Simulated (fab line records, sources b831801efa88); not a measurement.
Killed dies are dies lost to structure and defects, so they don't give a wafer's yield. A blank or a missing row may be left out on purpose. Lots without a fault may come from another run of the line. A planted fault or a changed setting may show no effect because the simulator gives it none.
A struck lot beside a sound one | flow sky130 | 18 steps out of a route of 708
Sound: wafers L872.3, L872.5, L872.6. Struck: wafers L879.2, L879.4, L879.6. The cause comes at the end.
At each step with rows: each side's tool, then ch and its chambers, then its first start. Under that, the readings that differ: sound wafers | struck wafers | difference of the means | sigmas: that difference in standard deviations of wafers without a fault.
alike: readings whose means differ by less than 2 such deviations, and words and numbers that are the same on both sides. not compared: withheld readings, readings that some wafer has no value for, bounds like >300 that may hide the same value, and numbers for which the record gives no deviation and whose values overlap.
The two part at a step that has a row with sigmas, a row that says differs or no value, or rows on one side only. Numbers that don't overlap but have no deviation are shown without sigmas and don't part them. A reading that every wafer of one side lacks parts them only if that side has two wafers or more.

first, 1 step without rows for these wafers: SKY_NWELL_IMPLANT_24.
SKY_NWELL_STRIP_25: strips in O2/N2.
  sound on plasma_asher-01 ch 0,1, day 5 18:00; struck on plasma_asher-02 ch 0,1, day 7 08:25
  alike: drypump_motor_current_A, oes_product_au, strip_time_to_endpoint_s
  not compared: rf_hours_counter_h
SKY_NWELL_TW_MEAS_26:
  sound on film_metro-03, day 5 18:05; struck on film_metro-02, day 7 08:32
  alike: NWELL_2_TW
then, 1 step without rows for these wafers: SKY_NWELL_CLEAN_27 (cleans in SC1/SC2, time 150 s).
SKY_NWELL_RTA_28: time 30 s.
  sound on rtp_anneal-02 ch 0, day 5 18:14; struck on rtp_anneal-02 ch 0, day 7 08:39
  alike: lamp_power_pct, wafer_temp_C_max
SKY_NWELL_RS_MEAS_29: measures by four-point-probe.
  sound on film_metro-03, day 5 18:25; struck on film_metro-03, day 7 08:46
  alike: NWELL_RS
SKY_NWELL_RS_MEAS_31: measures by four-point-probe.
  sound on film_metro-03, day 5 18:39; struck on film_metro-03, day 7 09:00
  alike: PWDE_RS
then, 4 steps without rows for these wafers: SKY_VT_ADJUST_HVTP_DEHYDRATE_00 (time 60 s); SKY_VT_ADJUST_HVTP_HMDS_01 (prime time 60 s); SKY_VT_ADJUST_HVTP_COAT_02 (resist thk 1140 nm); SKY_VT_ADJUST_HVTP_SOFTBAKE_03 (time 60 s).
SKY_VT_ADJUST_HVTP_EXPOSE_04: exposes mask HVTPM, target cd 380 nm.
  sound on iline_stepper-01 ch 0, day 6 04:08; struck on iline_stepper-02 ch 0, day 7 18:58
  reading                                | sound                   | struck            | difference | sigmas
  model.VT_ADJUST_HVTP.overlay_x_nm (nm) | -0.4647 -0.4647 -0.4647 | 164.1 164.1 164.1 | +164.6     |
  alike: mask
then, 2 steps without rows for these wafers: SKY_VT_ADJUST_HVTP_PEB_05; SKY_VT_ADJUST_HVTP_DEVELOP_06 (develop time 60 s).
SKY_VT_ADJUST_HVTP_CD_MEAS_07: target cd 380 nm.
  sound on cd_sem-02, day 6 13:10; struck on cd_sem-02, day 8 03:57
  alike: cd_nm
SKY_VT_ADJUST_HVTP_OVL_MEAS_08:
  sound on overlay-02, day 6 13:16; struck on overlay-01, day 8 04:04
  reading                 | sound          | struck            | difference | sigmas
  VT_ADJUST_HVTP_OVL (nm) | -0.4 -1.6 -2.3 | 163.4 164.2 164.6 | +165.5     | +99 or more
then, 1 step without rows for these wafers: SKY_VT_ADJUST_HVTP_IMPLANT_09.
-- the record jumps here: 39 days lie between the struck wafers' starts before and after (it left off in module VT_ADJUST_HVTP and takes up again in module PAD_OPEN, whose first step shown is number 708 of the route) --
SKY_PAD_OPEN_PROBE_99:
  sound on prober-02, day 46 08:28; struck on prober-02, day 47 14:00
  reading                                    | sound                   | struck                  | difference | sigmas
  model.etest.sram_pfet_latch.drive_ua_um    | 144.2 143.4 141.6       | 205 202.8 204.5         | +61        |
  model.etest.pfet_01v8_hvt.drive_ua_um      | 148.9 145.9 147.7       | 169.6 163.6 169.6       | +20.1      |
  model.etest.sram_pfet_latch.off_log10_a_um | -12.4 -12.68 -12.72     | -8.091 -8.195 -8.259    | +4.418     |
  model.etest.pfet_01v8_hvt.off_log10_a_um   | -12.79 -12.94 -12.85    | -11.63 -11.76 -11.71    | +1.16      |
  model.etest.sram_pfet_latch.vt_sat_v (V)   | -0.7681 -0.7706 -0.7742 | -0.2599 -0.2717 -0.2782 | +0.5010    |
  model.etest.sram_pfet_latch.vt_v (V)       | -0.9047 -0.9001 -0.9059 | -0.6662 -0.6633 -0.6781 | +0.2344    |
  model.etest.pfet_01v8_hvt.vt_sat_v (V)     | -0.7944 -0.8083 -0.8037 | -0.6202 -0.6361 -0.6177 | +0.1775    |
  alike: killed_at_M0_to_M3, killed_at_M4_up, killed_at_contacts, killed_at_front_end, killed_at_other, killed_dies, killed_open, killed_short
  not compared: model.etest.sram_nfet_pass.drive_ua_um

WHERE THEY PART
Only at SKY_VT_ADJUST_HVTP_OVL_MEAS_08, within this record. Later steps at which nothing parts them and some readings are alike: SKY_PAD_OPEN_PROBE_99.

WHY: what the simulator had put in
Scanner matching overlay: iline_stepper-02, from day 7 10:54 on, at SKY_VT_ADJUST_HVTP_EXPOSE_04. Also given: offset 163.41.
